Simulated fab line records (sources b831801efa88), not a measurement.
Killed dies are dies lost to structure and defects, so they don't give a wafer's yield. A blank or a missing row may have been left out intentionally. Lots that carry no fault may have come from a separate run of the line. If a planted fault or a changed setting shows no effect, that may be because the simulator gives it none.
fab line records	flow sky130
record lots=6	wafers=18	last_day=49
route steps=708 shown VT_ADJUST_LVTN@104 PAD_OPEN@708
lots with no fault: from the same line, run without faults
start_h: the number of hours between the record's first day and the start of the first shown wafer of the lot	wait_h: hours since the lot's step before	" same as the row above	L1.1+2: several wafers, shown together as one row	- either no value or no given start	* or withheld: withheld	< > ~ a bound
route shown NAME@n: a module of which the file shows steps, and the number in the route of the first	usual: mean and standard deviation over wafers with no fault	same: alike in all rows	chamber/n: place in a boat	sites: each site's reading	_std_site: their standard deviation	_edge_site: mean of outer sites minus mean of inner sites	radius_mm: for every site, how far away it sits from the centre of the wafer	mask NAME#n: copy n	behind: the last tool/chamber to shape the wafer	hold: cause of the lot's hold/its duration in hours/its outcome	device: names the non-switching transistor (n, p or np)	end of line: the tests these same wafers got at the end of their route	a step without rows: its recipe alone	killed: the dies lost at the first sort to structure and to defects; this is not the yield of the wafer	map: the dies of a wafer, with x for killed, . for not killed, _ for no die there
set.NAME: the setting the step ran with; set.NAME@STEP: the setting that earlier step ran with	model.NAME: the simulator's own value behind a step, which no gauge read
lots at some steps of the route; a table a step, a row a wafer
services: the hour from which a tool's chamber was out of use, counted from the record's first day as start_h (under 0 if before that day), plus the number of hours and why
## steps
# step SKY_VT_ADJUST_LVTN_OVL_MEAS_07
# usual VT_ADJUST_LVTN_OVL=-0.7/1.3
lot.wafer	tool	chamber	start_h	wait_h	VT_ADJUST_LVTN_OVL[nm]
L574.1	overlay-01	-	160.96	-	-0.7
L574.2	"	-	"	"	0.3
L574.4	"	-	"	"	-1.5
L576.2	overlay-01	-	175.32	-	-0.3
L576.4	"	-	"	"	1.6
L576.6	"	-	"	"	0.5
L583.3	overlay-01	-	218.24	-	-0.8
L583.4	"	-	"	"	-1.7
L583.6	"	-	"	"	-1.7
L585.3	overlay-01	-	232.78	-	0.0
L585.5	"	-	"	"	0.1
L585.6	"	-	"	"	-1.4
L590.3	overlay-01	-	265.69	-	-0.1
L590.4	"	-	"	"	0.3
L590.6	"	-	"	"	0.4
L592.1	overlay-02	-	276.56	-	-1.3
L592.4	"	-	"	"	-1.3
L592.6	"	-	"	"	-1.9
# step SKY_VT_ADJUST_LVTN_IMPLANT_08
# recipe species=B	energy_kev=30	dose_cm2=1.57e+12	tilt_deg=withheld
# step SKY_VT_ADJUST_LVTN_STRIP_09
# recipe chemistry=O2/N2	power_w=1400	pressure_mtorr=1500	platen_temp_c=withheld	o2_flow_sccm=3000	n2_flow_sccm=300	overash_fraction=0.5
# usual drypump_motor_current_A=5.6/0.59	oes_product_au=0.722/0.0046	strip_time_to_endpoint_s=36.89/0.091
lot.wafer	tool	chamber	start_h	wait_h	drypump_motor_current_A	oes_product_au	rf_hours_counter_h	strip_time_to_endpoint_s
L574.1	plasma_asher-03	0	161.14	0.1	5.1	0.728	49	36.98
L574.2	"	1	"	"	5.5	0.725	49	37.02
L574.4	"	1	"	"	5.5	0.723	-	36.80
L576.2	plasma_asher-03	1	175.50	0.1	5.5	0.731	50	36.91
L576.4	"	0	"	"	5.1	0.724	-	36.94
L576.6	"	0	"	"	5.0	0.723	-	36.93
L583.3	plasma_asher-03	0	218.45	0.1	5.1	0.717	-	36.72
L583.4	"	1	"	"	5.5	0.723	-	36.81
L583.6	"	1	"	"	5.5	0.727	-	36.81
L585.3	plasma_asher-03	1	232.99	0.1	5.5	0.721	-	36.94
L585.5	"	1	"	"	5.5	0.721	-	36.93
L585.6	"	0	"	"	5.1	0.718	-	36.83
L590.3	plasma_asher-04	1	265.90	0.1	6.0	0.719	-	36.85
L590.4	"	0	"	"	6.7	0.720	-	36.81
L590.6	"	1	"	"	6.0	0.718	-	36.69
L592.1	plasma_asher-04	0	276.74	0.1	6.6	0.714	14	36.81
L592.4	"	0	"	"	6.6	0.717	-	36.90
L592.6	"	1	"	"	6.1	0.720	-	36.82
# step SKY_VT_ADJUST_LVTN_TW_MEAS_10
# usual VT_ADJUST_LVTN_TW=239.4/1.4
lot.wafer	tool	chamber	start_h	wait_h	VT_ADJUST_LVTN_TW
L574.1	film_metro-02	-	161.24	0.1	238.9
L574.2	"	-	"	"	238.5
L574.4	"	-	"	"	239.5
L576.2	film_metro-01	-	175.61	0.1	241.1
L576.4	"	-	"	"	241.5
L576.6	"	-	"	"	240.0
L583.3	film_metro-04	-	218.53	0.1	241.4
L583.4	"	-	"	"	241.1
L583.6	"	-	"	"	241.4
L585.3	film_metro-01	-	233.07	0.1	241.2
L585.5	"	-	"	"	239.4
L585.6	"	-	"	"	241.0
L590.3	film_metro-01	-	265.98	0.1	238.8
L590.4	"	-	"	"	240.0
L590.6	"	-	"	"	240.7
L592.1	film_metro-02	-	276.84	0.1	237.4
L592.4	"	-	"	"	238.9
L592.6	"	-	"	"	237.6
# step SKY_VT_ADJUST_LVTN_DEHYDRATE_11
# recipe temp_c=200	time_s=60
# step SKY_VT_ADJUST_LVTN_HMDS_12
# recipe prime_time_s=60	prime_temp_c=120
# step SKY_VT_ADJUST_LVTN_COAT_13
# recipe resist=NOVOLAK	spin_rpm=3000	resist_thk_nm=1128
# step SKY_VT_ADJUST_LVTN_SOFTBAKE_14
# recipe temp_c=90	time_s=60	resist=NOVOLAK
# step SKY_VT_ADJUST_LVTN_EXPOSE_15
# recipe mask_id=HVN_STD_DERIVED	na=0.6	source_shape=conventional	sigma_outer=0.6	polarization=unpolarized	target_cd_nm=600	dose_mj=163
# step SKY_VT_ADJUST_LVTN_PEB_16
# recipe temp_c=withheld	time_s=*	resist=NOVOLAK
# step SKY_VT_ADJUST_LVTN_DEVELOP_17
# recipe resist=NOVOLAK	developer=TMAH	develop_time_s=60	dev_temp_c=23
# step SKY_VT_ADJUST_LVTN_OVL_MEAS_18
# usual VT_ADJUST_LVTN_01_OVL=-0.1/1.4
lot.wafer	tool	chamber	start_h	wait_h	VT_ADJUST_LVTN_01_OVL[nm]
L574.1	overlay-01	-	181.32	0.1	-0.1
L574.2	"	-	"	"	-0.3
L574.4	"	-	"	"	1.3
L576.2	overlay-01	-	196.72	0.1	0.3
L576.4	"	-	"	"	0.3
L576.6	"	-	"	"	0.5
L583.3	overlay-02	-	241.42	0.1	-0.9
L583.4	"	-	"	"	-2.4
L583.6	"	-	"	"	-1.8
L585.3	overlay-01	-	255.09	0.1	1.8
L585.5	"	-	"	"	-0.4
L585.6	"	-	"	"	-1.0
L590.3	overlay-01	-	290.92	0.1	0.3
L590.4	"	-	"	"	1.0
L590.6	"	-	"	"	-0.2
L592.1	overlay-01	-	303.36	0.1	0.0
L592.4	"	-	"	"	-0.4
L592.6	"	-	"	"	-2.4
# step SKY_VT_ADJUST_LVTN_IMPLANT_19
# recipe species=B	energy_kev=30	dose_cm2=6.5e+11	tilt_deg=withheld
# usual dose_ions_cm2=6.501e+11/6.6e+08	faraday_current_uA=3.67/0.076
# same implant_ion_amu=11
lot.wafer	tool	chamber	start_h	wait_h	dose_ions_cm2	faraday_current_uA
L574.1	implanter-04	0	181.35	0.0	6.51e+11	3.75
L574.2	"	0	"	"	6.5e+11	3.61
L574.4	"	0	"	"	6.508e+11	3.67
L576.2	implanter-02	0	196.78	0.0	6.497e+11	3.77
L576.4	"	0	"	"	6.502e+11	3.62
L576.6	"	0	"	"	6.489e+11	3.77
L583.3	implanter-02	0	241.49	0.1	9.236e+11	5.09
L583.4	"	0	"	"	9.227e+11	5.30
L583.6	"	0	"	"	9.226e+11	5.15
L585.3	implanter-02	0	255.16	0.1	9.226e+11	5.37
L585.5	"	0	"	"	9.227e+11	5.17
L585.6	"	0	"	"	9.227e+11	5.23
L590.3	implanter-01	0	290.99	0.1	6.501e+11	3.47
L590.4	"	0	"	"	6.491e+11	3.72
L590.6	"	0	"	"	6.501e+11	3.63
L592.1	implanter-01	0	303.39	0.0	6.498e+11	3.55
L592.4	"	0	"	"	6.5e+11	3.60
L592.6	"	0	"	"	6.49e+11	3.75
# step SKY_VT_ADJUST_LVTN_STRIP_20
# recipe chemistry=O2/N2	power_w=1400	pressure_mtorr=1500	platen_temp_c=withheld	o2_flow_sccm=3000	n2_flow_sccm=300	overash_fraction=0.5
# usual drypump_motor_current_A=5.4/0.49	oes_product_au=0.716/0.0043	strip_time_to_endpoint_s=14.04/0.039
lot.wafer	tool	chamber	start_h	wait_h	drypump_motor_current_A	oes_product_au	rf_hours_counter_h	strip_time_to_endpoint_s
L574.1	plasma_asher-01	1	181.50	0.1	5.0	0.706	38	14.08
L574.2	"	0	"	"	5.4	0.720	38	14.06
L574.4	"	0	"	"	5.4	0.719	-	14.09
L576.2	plasma_asher-01	0	196.90	0.1	5.3	0.719	39	13.96
L576.4	"	0	"	"	5.4	0.709	-	13.99
L576.6	"	1	"	"	5.0	0.709	-	14.06
L583.3	plasma_asher-03	1	241.63	0.1	5.5	0.714	-	14.06
L583.4	"	0	"	"	5.1	0.721	-	14.07
L583.6	"	1	"	"	5.5	0.721	-	14.05
L585.3	plasma_asher-03	1	255.30	0.1	5.5	0.724	-	14.10
L585.5	"	0	"	"	5.1	0.720	-	14.07
L585.6	"	1	"	"	5.5	0.715	-	14.11
L590.3	plasma_asher-01	1	291.13	0.1	5.0	0.715	-	13.96
L590.4	"	0	"	"	5.4	0.718	-	13.98
L590.6	"	1	"	"	5.0	0.718	-	13.96
L592.1	plasma_asher-01	0	303.54	0.1	5.4	0.707	50	14.01
L592.4	"	1	"	"	5.0	0.715	-	14.01
L592.6	"	0	"	"	5.4	0.718	-	14.06
# step SKY_VT_ADJUST_LVTN_TW_MEAS_21
# usual VT_ADJUST_LVTN_2_TW=186.8/1.2
lot.wafer	tool	chamber	start_h	wait_h	hold	VT_ADJUST_LVTN_2_TW
L574.1	film_metro-04	-	181.60	0.1	-	186.3
L574.2	"	-	"	"	-	186.6
L574.4	"	-	"	"	-	187.1
L576.2	film_metro-02	-	197.01	0.1	-	187.3
L576.4	"	-	"	"	-	186.6
L576.6	"	-	"	"	-	184.2
L583.3	film_metro-02	-	241.71	0.1	await_dispo/0.2h/release	205.1
L583.4	"	-	"	"	await_dispo/0.2h/release	204.9
L583.6	"	-	"	"	await_dispo/0.2h/release	203.9
L583.3	film_metro-02	-	241.94	0.2	-	204.2
L583.4	"	-	"	"	-	203.0
L583.6	"	-	"	"	-	204.2
L585.3	film_metro-02	-	255.38	0.1	await_dispo/0.2h/release	204.1
L585.5	"	-	"	"	await_dispo/0.2h/release	203.8
L585.6	"	-	"	"	await_dispo/0.2h/release	204.6
L585.3	film_metro-02	-	255.61	0.2	-	204.4
L585.5	"	-	"	"	-	204.7
L585.6	"	-	"	"	-	204.0
L590.3	film_metro-04	-	291.21	0.1	-	188.7
L590.4	"	-	"	"	-	188.3
L590.6	"	-	"	"	-	189.0
L592.1	film_metro-04	-	303.64	0.1	-	189.0
L592.4	"	-	"	"	-	189.2
L592.6	"	-	"	"	-	187.8
# step SKY_PAD_OPEN_PROBE_99
# usual killed_at_M0_to_M3=44/7.9	killed_at_M4_up=3.1/2	killed_at_contacts=23/4.9	killed_at_front_end=15/3.9	killed_at_other=0.2/0.49	killed_dies=86/10	killed_on_rim=17/3.9	killed_open=47/7.1	killed_short=39/7.1
# same gross_dies=492	killed_at_back_side=0
lot.wafer	tool	chamber	start_h	wait_h	killed_at_M0_to_M3	killed_at_M4_up	killed_at_contacts	killed_at_front_end	killed_at_other	killed_dies	killed_on_rim	killed_open	killed_short	model.etest.res_pwell_under_gate.rs_ohm_sq	model.etest.nfet_g5v0d10v5.body_rise_v	model.etest.nfet_16v.body_rise_v	model.etest.nfet_g5v0d10v5.vt_sat_v	model.etest.nfet_g5v0d10v5.vt_v	model.etest.nfet_16v.vt_v	model.etest.nfet_g5v0d10v5.vt_long_v
L574.1	prober-01	-	1098.84	0.1	40	3	30	16	1	90	15	48	42	2275	0.6854	0.678	0.7715	0.8279	0.7718	0.8164
L574.2	prober-01	-	1098.89	0.1	40	1	28	6	0	75	11	45	30	2278	0.6891	0.6824	0.7877	0.8441	0.7927	0.8381
L574.4	prober-01	-	1098.99	0.2	43	2	22	16	0	83	15	43	40	2270	0.6907	0.6852	0.7752	0.8346	0.7854	0.8276
L576.2	prober-01	-	1110.49	0.1	39	3	28	14	0	84	23	33	50	2293	0.6728	0.6634	0.7562	0.8083	0.7541	0.7988
L576.4	prober-01	-	1110.59	0.2	33	4	22	19	0	78	14	37	39	2293	0.6733	0.6661	0.7536	0.8097	0.754	0.8012
L576.6	prober-01	-	1110.69	0.2	31	0	24	18	1	74	14	33	41	2298	0.6738	0.6693	0.7663	0.8182	0.7632	0.8044
L583.3	prober-02	-	1144.99	0.2	47	4	27	13	0	91	21	52	39	2244	0.6988	0.6948	0.792	0.8449	0.7837	0.8268
L583.4	prober-02	-	1145.04	0.2	35	2	27	17	0	81	16	37	44	2219	0.6897	0.6844	0.7889	0.8395	0.7734	0.8185
L583.6	prober-02	-	1145.14	0.2	49	7	21	10	0	87	14	54	33	2244	0.706	0.7011	0.8061	0.8576	0.7953	0.8419
L585.3	prober-02	-	1157.98	0.2	40	2	16	19	0	77	17	34	42	2240	0.7117	0.7079	0.7983	0.8551	0.7929	0.8377
L585.5	prober-02	-	1158.08	0.2	51	3	23	23	0	100	23	59	41	2231	0.7115	0.7072	0.7875	0.8434	0.7919	0.8391
L585.6	prober-02	-	1158.13	0.2	38	2	28	18	0	86	17	46	40	2248	0.7172	0.7087	0.7896	0.8466	0.7954	0.8384
L590.3	prober-01	-	1180.29	0.2	49	5	20	9	1	84	11	52	32	2306	0.6775	0.6746	0.7579	0.8165	0.7624	0.8072
L590.4	prober-01	-	1180.34	0.2	48	4	19	11	0	82	14	42	40	2281	0.6789	0.6736	0.7629	0.8213	0.7669	0.8102
L590.6	prober-01	-	1180.44	0.2	50	8	20	20	0	98	18	50	48	2280	0.6777	0.6708	0.7684	0.8286	0.7697	0.8112
L592.1	prober-01	-	1186.32	0.1	50	0	20	16	1	87	18	50	35	2266	0.6724	0.6658	0.7414	0.8005	0.7505	0.7953
L592.4	prober-01	-	1186.47	0.2	60	3	25	16	2	106	23	49	57	2264	0.6768	0.67	0.7657	0.8238	0.7637	0.8087
L592.6	prober-01	-	1186.57	0.2	28	4	19	14	0	65	9	36	29	2282	0.6769	0.6685	0.7615	0.8213	0.7627	0.8052
# killed by level:class
L574.1 LI_CONTACT:geometric_particle:open=12 VIA1:geometric_particle:open=10 LOCAL_INTERCONNECT:geometric_particle:short=7 CONTACT:geometric_particle:short=6 VIA2:geometric_particle:open=6 POLY_GATE:geometric_particle:short=5 METAL1:geometric_particle:short=5 VIA1:geometric_particle:short=5
L574.2 VIA3:geometric_particle:open=10 LOCAL_INTERCONNECT:geometric_particle:short=8 CONTACT:geometric_particle:open=7 CONTACT:geometric_particle:short=7 VIA1:geometric_particle:open=6 VIA2:geometric_particle:open=6 LI_CONTACT:geometric_particle:open=4 METAL1:geometric_particle:open=4
L574.4 CONTACT:geometric_particle:open=11 VIA1:geometric_particle:open=7 VIA3:geometric_particle:open=6 METAL1:geometric_particle:short=6 VIA2:geometric_particle:open=6 POLY_GATE:geometric_particle:short=4 METAL2:geometric_particle:short=4 METAL3:geometric_particle:short=4
L576.2 LOCAL_INTERCONNECT:geometric_particle:short=10 METAL2:geometric_particle:short=7 CONTACT:geometric_particle:short=6 CONTACT:geometric_particle:open=6 VIA1:geometric_particle:open=5 VIA1:geometric_particle:short=5 VIA2:geometric_particle:short=5 FIELD_ISO:geometric_particle:open=4
L576.4 VIA1:geometric_particle:open=9 CONTACT:geometric_particle:open=8 POLY_GATE:geometric_particle:short=6 VIA1:geometric_particle:short=6 METAL2:geometric_particle:short=5 SPACER:geometric_particle:open=4 LI_CONTACT:geometric_particle:open=4 LOCAL_INTERCONNECT:geometric_particle:short=4
L576.6 VIA1:geometric_particle:open=10 LOCAL_INTERCONNECT:geometric_particle:short=9 CONTACT:geometric_particle:short=8 FIELD_ISO:geometric_particle:short=6 CONTACT:geometric_particle:open=6 METAL2:geometric_particle:short=5 VIA3:geometric_particle:open=5 SPACER:geometric_particle:short=4
L583.3 CONTACT:geometric_particle:open=11 VIA2:geometric_particle:open=8 VIA1:geometric_particle:open=8 LI_CONTACT:geometric_particle:open=7 VIA3:geometric_particle:open=6 LOCAL_INTERCONNECT:geometric_particle:short=5 METAL1:geometric_particle:short=5 METAL2:geometric_particle:short=5
L583.4 METAL2:geometric_particle:short=9 CONTACT:geometric_particle:open=7 POLY_GATE:geometric_particle:open=6 LI_CONTACT:geometric_particle:open=6 VIA1:geometric_particle:open=6 CONTACT:geometric_particle:short=5 METAL1:geometric_particle:short=5 FIELD_ISO:geometric_particle:open=4
L583.6 VIA1:geometric_particle:open=12 CONTACT:geometric_particle:open=9 LI_CONTACT:geometric_particle:open=7 VIA2:geometric_particle:open=7 VIA3:geometric_particle:open=7 METAL4:geometric_particle:short=6 CONTACT:geometric_particle:short=4 METAL2:geometric_particle:short=4
L585.3 VIA1:geometric_particle:open=10 POLY_GATE:geometric_particle:short=6 CONTACT:geometric_particle:open=6 FIELD_ISO:geometric_particle:short=5 METAL1:geometric_particle:short=5 LOCAL_INTERCONNECT:geometric_particle:short=5 VIA3:geometric_particle:short=5 VIA2:geometric_particle:open=4
L585.5 VIA1:geometric_particle:open=23 CONTACT:geometric_particle:open=8 VIA2:geometric_particle:open=8 POLY_GATE:geometric_particle:short=6 METAL2:geometric_particle:short=5 POLY_GATE:geometric_particle:open=4 LI_CONTACT:geometric_particle:short=4 LI_CONTACT:geometric_particle:open=4
L585.6 VIA1:geometric_particle:open=11 CONTACT:geometric_particle:open=9 LOCAL_INTERCONNECT:geometric_particle:short=7 VIA2:geometric_particle:open=6 VIA3:geometric_particle:open=5 SPACER:geometric_particle:short=5 METAL1:geometric_particle:short=5 LI_CONTACT:geometric_particle:open=4
L590.3 VIA2:geometric_particle:open=10 VIA1:geometric_particle:open=9 VIA1:geometric_particle:short=8 VIA3:geometric_particle:open=8 LI_CONTACT:geometric_particle:open=7 CONTACT:geometric_particle:open=7 VIA3:geometric_particle:short=5 FIELD_ISO:geometric_particle:open=3
L590.4 VIA1:geometric_particle:open=12 VIA1:geometric_particle:short=9 VIA3:geometric_particle:open=6 CONTACT:geometric_particle:open=6 METAL2:geometric_particle:short=5 LI_CONTACT:geometric_particle:short=5 VIA2:geometric_particle:open=4 METAL4:geometric_particle:short=4
L590.6 VIA1:geometric_particle:open=16 FIELD_ISO:geometric_particle:short=9 CONTACT:geometric_particle:open=6 VIA1:geometric_particle:short=6 VIA3:geometric_particle:open=6 METAL3:geometric_particle:short=5 LOCAL_INTERCONNECT:geometric_particle:short=5 METAL2:geometric_particle:short=5
L592.1 VIA3:geometric_particle:open=10 VIA2:geometric_particle:open=8 VIA1:geometric_particle:open=7 VIA1:geometric_particle:short=7 METAL1:geometric_particle:short=6 LOCAL_INTERCONNECT:geometric_particle:short=5 CONTACT:geometric_particle:short=5 CONTACT:geometric_particle:open=4
L592.4 METAL1:geometric_particle:short=12 CONTACT:geometric_particle:open=10 VIA3:geometric_particle:open=9 VIA1:geometric_particle:open=8 POLY_GATE:geometric_particle:short=8 VIA1:geometric_particle:short=7 VIA2:geometric_particle:open=6 CONTACT:geometric_particle:short=5
L592.6 CONTACT:geometric_particle:open=8 VIA3:geometric_particle:open=7 FIELD_ISO:geometric_particle:short=5 POLY_GATE:geometric_particle:open=4 LI_CONTACT:geometric_particle:open=4 LI_CONTACT:geometric_particle:short=4 METAL1:geometric_particle:short=4 VIA1:geometric_particle:open=4
## services
tool	chamber	start_h	hours	kind
implanter-01	-	147.70	1.8	repair
plasma_asher-03	-	168.11	0.9	repair
implanter-02	-	169.92	1.7	repair
plasma_asher-04	-	177.69	2.6	repair
implanter-01	-	194.71	5.2	repair
implanter-01	-	195.79	10.5	repair
implanter-01	-	222.67	6.6	repair
implanter-02	-	253.59	0.7	repair
plasma_asher-03	-	284.00	3.3	repair
implanter-01	-	291.57	3.8	pm
implanter-02	-	296.85	6.0	repair
## key
first_sign step=SKY_VT_ADJUST_LVTN_IMPLANT_19	reading=dose_ions_cm2	direction=up	sigmas=99+	usual=*	struck=*
effect step=SKY_VT_ADJUST_LVTN_IMPLANT_19	reading=faraday_current_uA	direction=up	sigmas=20	usual=3.67	struck=5.22
effect step=SKY_VT_ADJUST_LVTN_TW_MEAS_21	reading=visit	direction=added
effect step=SKY_VT_ADJUST_LVTN_TW_MEAS_21	reading=VT_ADJUST_LVTN_2_TW	direction=up	sigmas=15	usual=186.8	struck=204.4
model_effect step=SKY_PAD_OPEN_PROBE_99	value=etest.res_pwell_under_gate.rs_ohm_sq	without=2286	struck=2237
met_at SKY_VT_ADJUST_LVTN_IMPLANT_19
struck_wafers L583.3,L583.4,L583.6,L585.3,L585.5,L585.6
tester_left_out L583,L585
onset_between 196.78 241.49
fault kind=process_parameter_drift	tool=implanter-02	chamber=-	onset_h=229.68	steps=SKY_VT_ADJUST_LVTN_IMPLANT_19	channel=dose_cm2	offset=*	shape=step	end_h=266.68	acts_in=*	stated=*
# tester_left_out: of these lots the tester's yield and bins aren't shown, on N5 and GAA mostly nor the transistor test; their killed dies are dies lost to structure and defects alone, not to doping, threshold or leakage, so they don't give the yield
